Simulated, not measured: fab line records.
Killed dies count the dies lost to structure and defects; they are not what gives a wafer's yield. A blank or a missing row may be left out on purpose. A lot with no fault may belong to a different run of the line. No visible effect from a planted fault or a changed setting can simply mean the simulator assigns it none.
Chamber matching | flow gf180mcu | GF_V4_CMP_04 on cmp-02 has 4 sister chambers
The step polishes SiO2. 7 wafers are shown with their chamber, then 10 later ones without.

## WAFERS PAIRED WITH THEIR CHAMBERS
wafer  | chamber | motor current A (A) | platen rpm (rpm)
L250.4 | 2       | 11.9                | 59.95
L259.4 | 2       | 11.8                | 60.06
L260.3 | 1       | 11.6                | 59.97
L260.4 | 0       | 12.5                | 59.93
L260.6 | 3       | 15.6                | 60.08
L261.1 | 3       | 15.8                | 59.93
L261.3 | 0       | 11.4                | 59.97

## WAFERS WITHOUT THEIR CHAMBER
wafer  | motor current A (A) | platen rpm (rpm)
L261.5 | 12.1                | 60.02
L262.1 | 12.7                | 60.00
L262.3 | 11.5                | 59.99
L262.5 | 15.7                | 60.01
L264.2 | 11.7                | 59.99
L264.4 | 12.1                | 59.97
L264.5 | 11.3                | 59.96
L267.2 | 13.1                | 60.00
L267.3 | 11.5                | 59.93
L267.4 | 11.3                | 59.98

## EACH ONE'S CHAMBER
wafer  | from the rows above          | in truth
L261.5 | can't be placed: 2 or 0 or 1 | 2
L262.1 | can't be placed: 0 or 2 or 1 | 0
L262.3 | can't be placed: 1 or 2 or 0 | 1
L262.5 | 3                            | 3
L264.2 | can't be placed: 1 or 2 or 0 | 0
L264.4 | can't be placed: 0 or 2 or 1 | 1
L264.5 | can't be placed: 1 or 2 or 0 | 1
L267.2 | can't be placed: 0 or 2 or 1 | 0
L267.3 | can't be placed: 1 or 0 or 2 | 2
L267.4 | can't be placed: 1 or 2 or 0 | 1
Placed correctly: 1 of 10. These rows do not allow placing 9 (true chamber among the candidates in 9). Placed wrongly: 0.
How it was worked out, from the rows above alone: a wafer's distance from a chamber is the root of the sum, over the readings, of the square of ((its reading less the chamber's mean) divided by the reading's scatter). The wafer belongs to the nearest chamber; if the next one is less than 2 further off, it can't be placed. The mean given for a chamber averages the wafers shown for that chamber. The scatter: take each reading less its chamber's mean, square it, sum over the shown wafers, divide by the number of wafers less the number of chambers, and take the root.
